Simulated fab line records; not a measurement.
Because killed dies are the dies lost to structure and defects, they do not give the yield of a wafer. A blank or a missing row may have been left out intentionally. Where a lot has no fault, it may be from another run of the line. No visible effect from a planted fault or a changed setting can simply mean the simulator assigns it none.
Split-lot study / flow sfq line / 11 wafers read across 5 lots, on a route 325 steps long

THE SPLIT ITSELF
At SFQ_TRILAYER_M7_LITHO_COAT_182 (resist thk 62 nm), the setting spin rpm was moved away from the recipe's 3000 rpm on 5 of the 11 wafers read, by -5.3% to +5.0%. This setting was run at the recipe's value on the other wafers.

FROM THE SPLIT TO THE READING: what the file shows between them, 3 steps
- SFQ_TRILAYER_M7_LITHO_COAT_177: resist thk 600 nm
- SFQ_TRILAYER_M7_LITHO_SOFTBAKE_181
- SFQ_TRILAYER_M7_LITHO_DEVELOP_179: time 60 s

THE READING
etch.depth nm (the simulator's own value, which no gauge read), in nm, at SFQ_TRILAYER_M7_BARC_OPEN_METAL_ETCH_229 (etches BARC in O2, target depth 125 nm, time 41.7 s). No usual value for it is given in the file. Average 62.15 nm, standard deviation 0.19 nm, over the 6 wafers here run with the recipe.

wafer=L078.3; tool, chamber at the split=litho track-03, 0; spin rpm as run, rpm=3151; against the recipe=+5.0%; etch.depth nm, nm=60.82; against lot-mates on the recipe=no lot-mate on the recipe
wafer=L078.5; tool, chamber at the split=litho track-03, 0; spin rpm as run, rpm=3151; against the recipe=+5.0%; etch.depth nm, nm=60.72; against lot-mates on the recipe=no lot-mate on the recipe
wafer=L080.2; tool, chamber at the split=litho track-03, 0; spin rpm as run, rpm=3000; against the recipe=recipe; etch.depth nm, nm=62.19; against lot-mates on the recipe=-
wafer=L080.5; tool, chamber at the split=litho track-03, 0; spin rpm as run, rpm=3069; against the recipe=+2.3%; etch.depth nm, nm=61.53; against lot-mates on the recipe=-0.66
wafer=L079.1; tool, chamber at the split=litho track-03, 0; spin rpm as run, rpm=3000; against the recipe=recipe; etch.depth nm, nm=62.39; against lot-mates on the recipe=-
wafer=L079.4; tool, chamber at the split=litho track-03, 0; spin rpm as run, rpm=3000; against the recipe=recipe; etch.depth nm, nm=62.1; against lot-mates on the recipe=-
wafer=L079.5; tool, chamber at the split=litho track-03, 0; spin rpm as run, rpm=3000; against the recipe=recipe; etch.depth nm, nm=62.35; against lot-mates on the recipe=-
wafer=L084.4; tool, chamber at the split=litho track-04, 0; spin rpm as run, rpm=3000; against the recipe=recipe; etch.depth nm, nm=61.87; against lot-mates on the recipe=-
wafer=L085.1; tool, chamber at the split=litho track-03, 0; spin rpm as run, rpm=2840; against the recipe=-5.3%; etch.depth nm, nm=63.9; against lot-mates on the recipe=+1.91
wafer=L085.2; tool, chamber at the split=litho track-03, 0; spin rpm as run, rpm=2840; against the recipe=-5.3%; etch.depth nm, nm=63.72; against lot-mates on the recipe=+1.73
wafer=L085.4; tool, chamber at the split=litho track-03, 0; spin rpm as run, rpm=3000; against the recipe=recipe; etch.depth nm, nm=61.99; against lot-mates on the recipe=-

FIT RESULTS
A straight line over all 11 wafers: etch.depth nm changes by -0.293 nm for each +1% of spin rpm; r = -0.99; the points scatter about the line by 0.17 nm.
The same after taking each lot's own level away (the mean of its wafers on the recipe; 9 wafers): -0.334 nm for each +1%; r = -0.99; scatter 0.1 nm.
According to that fit, moving spin rpm by its largest amount changes the reading by 1.8 nm.
Across the lots, their own levels run from 61.870 to 62.280 nm, a range of 2.2 times the standard deviation given above.
So the slope is not independent of the lot-to-lot level: the two fits are not the same.
Check: for one of the wafers moved furthest among these (-5.3%), held out of the fit, the line's prediction against its lot-mates is +1.71 nm. It came out at +1.91 nm against them.

FURTHER SPLITS ON THESE WAFERS
Other splits were also applied to these wafers ahead of the reading. Each is held against what the fit with the lots' levels taken away leaves over:
other split on the same wafers=SFQ_TRILAYER_C5_LITHO_PEB_154 peb time s; wafers away from the commonest value=3; r with etch.depth nm (lot level and that fit taken away)=+0.04
other split on the same wafers=SFQ_TRILAYER_M6_LITHO_EXPOSE_160 dose mj; wafers away from the commonest value=3; r with etch.depth nm (lot level and that fit taken away)=-0.04
other split on the same wafers=SFQ_TRILAYER_I6_VIA_LITHO_COAT_174 spin rpm; wafers away from the commonest value=2; r with etch.depth nm (lot level and that fit taken away)=+0.13
other split on the same wafers=SFQ_TRILAYER_I6_VIA_BARC_OPEN_VIA_ETCH_235 bias w; wafers away from the commonest value=2; r with etch.depth nm (lot level and that fit taken away)=-0.08

THE WHOLE CHAIN: every reading that the file lists as answering this split, in the file's order
step=SFQ_TRILAYER_M7_LITHO_COAT_182; what it does=resist thk 62 nm; reading=BARC_of_TRILAYER_M7_LITHO_COAT_182.thk nm (the simulator's own value, which no gauge read); change (the file's fit)=-0.322 nm for each +1% of the setting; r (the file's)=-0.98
step=SFQ_TRILAYER_M7_BARC_OPEN_METAL_ETCH_229; what it does=etches BARC in O2, target depth 125 nm, time 41.7 s; reading=etch.depth nm (the simulator's own value, which no gauge read); change (the file's fit)=-0.334 nm for each +1% of the setting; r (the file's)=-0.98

THE FILE'S OWN FIT
etch.depth nm changes by -0.334 nm for each +1% of spin rpm, r = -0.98.
